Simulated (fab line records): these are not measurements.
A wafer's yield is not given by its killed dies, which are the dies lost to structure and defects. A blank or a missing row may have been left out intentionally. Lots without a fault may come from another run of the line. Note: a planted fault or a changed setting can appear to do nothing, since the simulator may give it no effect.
Comparing a struck lot with a sound one | flow sky130 | 43 out of 708 route steps
Sound: the wafers L705.1, L705.2, L705.5. Struck: wafers L697.3, L697.4, L697.5. The cause comes at the end.
For every step that has rows: the tool of each side, followed by ch and its chambers, followed by its first start. Under that, the readings that differ: sound wafers | struck wafers | difference of the means | sigmas: that difference in standard deviations of wafers without a fault.
alike: readings with means less than 2 such deviations apart, plus words and numbers identical on both sides. not compared: withheld readings, readings lacking a value on some wafer, bounds such as >300 that could conceal the same value, and numbers that have no deviation in the record and whose values overlap.
The two part at a step that has a row with sigmas, a row that says differs or no value, or rows on one side only. When numbers do not overlap yet have no deviation, they are printed without sigmas and do not part them. A reading missing from all wafers of one side parts the sides only when that side holds two or more wafers.

first, 1 step without rows for these wafers: SKY_LDD_N_IMPLANT_15.
SKY_LDD_N_STRIP_16: strips in O2/N2.
  sound on plasma-asher-03 ch 0,1, day 22 19:02; struck on plasma-asher-02 ch 0,1, day 20 00:07
  alike: drypump-motor-current-A, oes-product-au, strip-time-to-endpoint-s
  not compared: rf-hours-counter-h
SKY_LDD_N_TW_MEAS_17:
  sound on film-metro-03 at day 22 19:08; struck on film-metro-03 at day 20 00:13
  alike: LDD_N_TW
then, 7 steps without rows for these wafers: SKY_LDD_P_DEHYDRATE_00 (time 60 s); SKY_LDD_P_HMDS_01 (prime time 60 s); SKY_LDD_P_COAT_02 (resist thk 1140 nm); SKY_LDD_P_SOFTBAKE_03 (time 60 s); SKY_LDD_P_EXPOSE_04 (exposes mask PSDM, target cd 380 nm); SKY_LDD_P_PEB_05; SKY_LDD_P_DEVELOP_06 (develop time 60 s).
SKY_LDD_P_CD_MEAS_07 targets a cd of 380 nm.
  sound on cd-sem-01 at day 24 01:09; struck on cd-sem-02 at day 21 07:05
  alike: cd-nm
SKY_LDD_P_OVL_MEAS_08:
  sound on overlay-01 at day 24 01:16; struck on overlay-01 at day 21 07:11
  alike: LDD_P_OVL
SKY_LDD_P_IMPLANT_09:
  sound on implanter-03 ch 0, day 24 01:19; struck on implanter-01 ch 0, day 21 07:15
SKY_LDD_P_STRIP_10: strips in O2/N2.
  sound on plasma-asher-04 ch 0,1, day 24 01:28; struck on plasma-asher-04 ch 0,1, day 21 07:23
  alike: drypump-motor-current-A, oes-product-au, strip-time-to-endpoint-s
  not compared: rf-hours-counter-h
SKY_LDD_P_TW_MEAS_11:
  sound on film-metro-03 at day 24 01:34; struck on film-metro-01 at day 21 07:28
  reading  | sound       | struck      | difference | sigmas
  LDD_P_TW | 638 641 640 | 631 626 627 | -12        | -4
then, 7 steps without rows for these wafers: SKY_LDD_HVN_DEHYDRATE_00 (time 60 s); SKY_LDD_HVN_HMDS_01 (prime time 60 s); SKY_LDD_HVN_COAT_02 (resist thk 300 nm); SKY_LDD_HVN_SOFTBAKE_03 (time 60 s); SKY_LDD_HVN_EXPOSE_04 (exposes mask HVNTM, target cd 700 nm); SKY_LDD_HVN_PEB_05; SKY_LDD_HVN_DEVELOP_06 (develop time 60 s).
SKY_LDD_HVN_OVL_MEAS_07:
  sound on overlay-01 at day 25 06:47; struck on overlay-01 at day 22 13:38
  alike: LDD_HVN_OVL
after that, 1 step had no rows for these wafers: SKY_LDD_HVN_IMPLANT_08.
SKY_LDD_HVN_STRIP_09: strips in O2/N2.
  sound on plasma-asher-04 ch 0,1, day 25 06:59; struck on plasma-asher-04 ch 0,1, day 22 13:50
  alike: drypump-motor-current-A, oes-product-au, strip-time-to-endpoint-s
  not compared: rf-hours-counter-h
SKY_LDD_HVN_TW_MEAS_10:
  sound on film-metro-02 at day 25 07:05; struck on film-metro-01 at day 22 13:56
  alike: LDD_HVN_TW
then, 7 steps without rows for these wafers: SKY_LDD_HVP_DEHYDRATE_00 (time 60 s); SKY_LDD_HVP_HMDS_01 (prime time 60 s); SKY_LDD_HVP_COAT_02 (resist thk 300 nm); SKY_LDD_HVP_SOFTBAKE_03 (time 60 s); SKY_LDD_HVP_EXPOSE_04 (exposes mask HVPTM, target cd 700 nm); SKY_LDD_HVP_PEB_05; SKY_LDD_HVP_DEVELOP_06 (develop time 60 s).
SKY_LDD_HVP_OVL_MEAS_07:
  sound on overlay-01 at day 26 11:49; struck on overlay-02 at day 23 19:20
  alike: LDD_HVP_OVL
after that, 1 step had no rows for these wafers: SKY_LDD_HVP_IMPLANT_08.
SKY_LDD_HVP_STRIP_09: strips in O2/N2.
  sound on plasma-asher-02 ch 0,1, day 26 12:01; struck on plasma-asher-02 ch 0,1, day 23 19:32
  alike: drypump-motor-current-A, oes-product-au, strip-time-to-endpoint-s
  not compared: rf-hours-counter-h
SKY_LDD_HVP_TW_MEAS_10:
  sound on film-metro-04 at day 26 12:07; struck on film-metro-03 at day 23 19:38
  alike: LDD_HVP_TW
then, 5 steps without rows for these wafers: SKY_LDD_LDN_DEHYDRATE_00 (time 60 s); SKY_LDD_LDN_HMDS_01 (prime time 60 s); SKY_LDD_LDN_COAT_02 (resist thk 1140 nm); SKY_LDD_LDN_SOFTBAKE_03 (time 60 s); SKY_LDD_LDN_EXPOSE_04 (exposes mask LDNTM, target cd 700 nm).
-- a jump in the record: the struck wafers' starts before and after are 24 days apart (it breaks off in module LDD_LDN and resumes in module PAD_OPEN, where the first step shown is number 708 of the route) --
SKY_PAD_OPEN_PROBE_99:
  sound on prober-01 at day 48 23:26; struck on prober-01 at day 47 08:37
  reading                           | sound                     | struck                 | difference | sigmas
  killed-at-other                   | 0 0 0                     | 1 3 1                  | +2         | +2
  model.etest.tip-p.rs-ohm-sq-range | 192.8 182.4 204.5         | 1583 1609 1505         | +1372      |
  model.etest.pfet_01v8.vt-v-range  | 0.005964 0.008174 0.01847 | 0.02664 0.0312 0.02601 | +0.01708   |
  alike: killed_at_M0_to_M3, killed_at_M4_up, killed-at-contacts, killed-at-front-end, killed-dies, killed-open, killed-short
  not compared: model.etest.pfet_01v8.drive-ua-um-range

== WHERE THEY PART ==
Earliest at SKY_LDD_P_TW_MEAS_11; latest, in this record, at SKY_PAD_OPEN_PROBE_99.

WHY: what had been put in by the simulator
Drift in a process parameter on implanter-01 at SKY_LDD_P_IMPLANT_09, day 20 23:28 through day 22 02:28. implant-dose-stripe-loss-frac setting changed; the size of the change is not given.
